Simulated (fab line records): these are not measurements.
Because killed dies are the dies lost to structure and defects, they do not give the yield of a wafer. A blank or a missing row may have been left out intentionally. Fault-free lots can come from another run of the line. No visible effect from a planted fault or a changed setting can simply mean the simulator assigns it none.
2 desks looking at one fault ; flow gf180mcu ; only its own numbers are on each desk; what lay behind them is given at the end

## THE TOOL OWNER'S DESK: rie-diel-02
The tool's own readings at GF_STI_ETCH_13 (etches the open film in CHF3/O2, stops on Si, target depth 282.31 nm, time 112.9 s): means of the sampled wafers that have a number, for each lot that ran on this tool. Marked OUT: a lot whose mean sits more than 4 standard deviations from the usual mean, which makes it out of limits; the brackets give that distance.
Columns: A = drypump-motor-current-A at GF_STI_ETCH_13, usual 5.5 A; B = oes-product-au at GF_STI_ETCH_13, usual 0.833 a.u.; C = throttle-valve-pct at GF_STI_ETCH_13, usual 8.809 %
lot;first seen here;A;B;C
L227;day 2 07:45;5.5;0.836;8.800
L229;day 2 17:27;5.7;0.831;8.808
L231;day 3 06:27;5.6;0.840;8.812
L232;day 3 13:42;5.4;0.839;8.812
L236;day 4 05:52;5.4;0.838;8.816
Result from this desk: across the 5 lots, nothing is out of limits.

## METROLOGY DESK
What the gauges read for every lot (on any tool): the sampled wafers with a number, averaged. Marked OUT: a lot whose mean sits more than 4 standard deviations from the usual mean, which makes it out of limits; the brackets give that distance.
Columns: A = LVPWELL_TW at GF_LVPWELL_TW_MEAS_11, usual 558; B = VT_IMPLANT_TW at GF_VT_IMPLANT_TW_MEAS_10, usual 564; C = VT_IMPLANT_02_OVL at GF_VT_IMPLANT_OVL_MEAS_29, usual 1.1 nm
lot;first seen here;A;B;C
L227;day 4 08:59;569;569;3.0
L228;day 4 19:44;563;573;2.9
L229;day 4 19:52;556;569;2.2
L231;day 5 11:38;568;555;2.9
L232;day 5 14:20;550;566;-1.4
L236;day 6 11:50;561;555;1.9
L242;day 7 14:52;551;570;2.3
L243;day 7 20:13;570;570;1.8
L244;day 8 02:36;551;572;3.3
L246;day 8 15:04;556;556;-0.5
L247;day 8 20:47;567;571;-0.8
L248;day 9 00:20;546;570;1.8
L249;day 9 08:37;547;552;3.4
Result from this desk: across the 13 lots, nothing is out of limits.

## BROUGHT TOGETHER
Nothing out of limits was seen by the tool owner's desk.
Nothing out of limits was seen by the metrology desk.

## WHAT THE SIMULATOR HAD INSERTED
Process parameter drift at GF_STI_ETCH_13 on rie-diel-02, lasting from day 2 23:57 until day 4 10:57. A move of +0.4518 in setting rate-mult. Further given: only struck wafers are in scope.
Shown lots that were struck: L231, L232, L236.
